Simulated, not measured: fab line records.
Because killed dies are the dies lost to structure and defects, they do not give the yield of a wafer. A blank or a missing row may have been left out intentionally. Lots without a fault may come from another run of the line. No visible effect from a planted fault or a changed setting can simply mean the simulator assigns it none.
Which of the tools did it? :: flow sky130 :: 39 wafers from 13 lots sampled at 2 of the route's 708 steps

== WHAT THE GAUGES READ, wafer by wafer ==
SKY_POLY_GATE_THK_MEAS_04.
lot: L784
measured: day 15 21:05
on: film-metro-02
POLY_GATE_CVD_03_THK (nm): 74.6 75.2 74.3

lot: L788
measured: day 17 01:09
on: film-metro-01
POLY_GATE_CVD_03_THK (nm): 75.1 74.7 75.0

lot: L789
measured: day 17 07:40
on: film-metro-02
POLY_GATE_CVD_03_THK (nm): 75.7 75.9 76.5

lot: L791
measured: day 18 00:28
on: film-metro-01
POLY_GATE_CVD_03_THK (nm): 75.6 76.2 75.9

lot: L792
measured: day 18 16:19
on: film-metro-02
POLY_GATE_CVD_03_THK (nm): 75.2 75.2 75.4

lot: L795
measured: day 19 13:34
on: film-metro-02
POLY_GATE_CVD_03_THK (nm): 74.5 75.2 74.8

lot: L796
measured: day 20 00:12
on: film-metro-02
POLY_GATE_CVD_03_THK (nm): 75.1 75.1 75.5

lot: L800
measured: day 21 11:23
on: film-metro-03
POLY_GATE_CVD_03_THK (nm): 74.9 75.3 74.8

lot: L801
measured: day 21 21:17
on: film-metro-02
POLY_GATE_CVD_03_THK (nm): 74.9 75.2 74.1

lot: L802
measured: day 21 23:47
on: film-metro-03
POLY_GATE_CVD_03_THK (nm): 74.1 74.1 74.8

lot: L803
measured: day 22 09:01
on: film-metro-03
POLY_GATE_CVD_03_THK (nm): 74.3 74.4 74.7

lot: L804
measured: day 22 21:44
on: film-metro-01
POLY_GATE_CVD_03_THK (nm): 75.0 75.4 75.5

lot: L805
measured: day 22 23:57
on: film-metro-01
POLY_GATE_CVD_03_THK (nm): 75.6 76.2 75.7

SKY_LDD_LDN_TW_MEAS_13.
lot: L784
measured: day 23 13:54
on: film-metro-03
LDD_LDN_TW: 1458 1465 1465

lot: L788
measured: day 24 20:11
on: film-metro-02
LDD_LDN_TW: 1483 1484 1482

lot: L789
measured: day 25 02:44
on: film-metro-04
LDD_LDN_TW: 1484 1480 1488

lot: L791
measured: day 25 17:20
on: film-metro-02
LDD_LDN_TW: 1477 1480 1483

lot: L792
measured: day 26 07:38
on: film-metro-02
LDD_LDN_TW: 1487 1491 1484

lot: L795
measured: day 27 06:25
on: film-metro-02
LDD_LDN_TW: 1479 1482 1475

lot: L796
measured: day 27 17:01
on: film-metro-02
LDD_LDN_TW: 1477 1478 1485

lot: L800
measured: day 29 00:47
on: film-metro-02
LDD_LDN_TW: 1488 1482 1489

lot: L801
measured: day 29 08:23
on: film-metro-04
LDD_LDN_TW: 1471 1467 1473

lot: L802
measured: day 29 11:39
on: film-metro-03
LDD_LDN_TW: 1459 1457 1461

lot: L803
measured: day 30 02:54
on: film-metro-04
LDD_LDN_TW: 1463 1474 1468

lot: L804
measured: day 30 08:16
on: film-metro-04
LDD_LDN_TW: 1469 1461 1465

lot: L805
measured: day 30 09:28
on: film-metro-04
LDD_LDN_TW: 1463 1472 1467

== WHAT TOOL EACH LOT RAN ON (gives the tool, then ch and the chambers of the sampled wafers, and finally the start) ==
Before these readings, the record contains no process step.

== AS READ BY THE TOOLS THEMSELVES (means over the sampled wafers that have a number; for cases with no such wafer, the mark the record gives instead) ==
The record holds no such reading with a usual standard deviation.

== THE ANSWER, worked out from the rows above alone ==
Rule: the lots themselves supply what counts as usual. The widest of any qualifying gaps counts: lots, ordered by their means at a reading, are off when they make up no more than a third of the lots, leave a main group of 4 or more, and stand apart from it by 3 or more times the standard deviation of that group's means. A main group is skipped when, at the precision printed for the reading in the tables above, its means are all equal. A lot without any number at a reading at which 4 lots or more have one is off too. Any other lot the step has rows for is counted as sound. Order of review: gauges by route order, followed by the tools' own readings, for which a lot's mean as printed above is used. At the first step where some lot is off, the reading lying furthest off is the one used; lots without a number count as furthest.
No lot is off at any reading shown: from this, nothing can be told.

== WHAT THE SIMULATOR HAD PUT IN ==
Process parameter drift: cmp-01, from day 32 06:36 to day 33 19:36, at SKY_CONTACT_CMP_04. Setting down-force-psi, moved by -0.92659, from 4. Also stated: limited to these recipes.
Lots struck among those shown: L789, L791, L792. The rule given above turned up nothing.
